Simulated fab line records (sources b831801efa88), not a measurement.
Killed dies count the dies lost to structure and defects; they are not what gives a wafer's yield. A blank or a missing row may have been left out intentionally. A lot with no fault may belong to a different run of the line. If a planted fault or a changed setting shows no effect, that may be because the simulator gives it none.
Which tool was responsible?	flow sky130	6 lots with 18 wafers sampled at 2 steps, on a route of 708 steps

## WHAT THE GAUGES SHOWED, per wafer
SKY_VIA1_OVL_MEAS_13.
lot	measured	on	VIA1_OVL (nm)
L353	day 34 14:00	overlay-02	7 8 5
L361	day 36 19:08	overlay-02	-1 -6 -7
L363	day 37 12:12	overlay-02	0 -7 -6
L367	day 39 20:44	overlay-02	-3 1 6
L372	day 40 07:51	overlay-01	0 -3 1
L374	day 40 19:39	overlay-01	1 -3 0

## WHICH TOOL RAN EACH LOT (tool, then ch and the chambers of the sampled wafers, then the start)
lot	SKY_METAL1_DESCUM_17
L353	rie_metal-04 ch 0,1, day 33 10:50
L361	rie_metal-01 ch 0,1, day 35 15:52
L363	rie_metal-04 ch 0,1, day 36 08:41
L367	rie_metal-04 ch 0,1, day 38 19:34
L372	rie_metal-03 ch 0,1, day 39 06:19
L374	rie_metal-01 ch 0,1, day 39 17:49
- SKY_METAL1_DESCUM_17: chemistry O2, time 8 s.

## THE ANSWER, worked out from the rows above alone
Rule: the lots themselves supply what counts as usual. The widest of any qualifying gaps counts: lots, ordered by their means at a reading, are off when they make up no more than a third of the lots, leave a main group of 4 or more, and stand apart from it by 3 or more times the standard deviation of that group's means. If all means in a main group match to the digits the tables above print for the reading, that group is not used. A lot without any number at a reading at which 4 lots or more have one is off too. Where the step has rows for the other lots, those lots are counted as sound.
No lot is off at any reading shown: from this, nothing can be told.

## WHAT THE SIMULATOR PUT IN
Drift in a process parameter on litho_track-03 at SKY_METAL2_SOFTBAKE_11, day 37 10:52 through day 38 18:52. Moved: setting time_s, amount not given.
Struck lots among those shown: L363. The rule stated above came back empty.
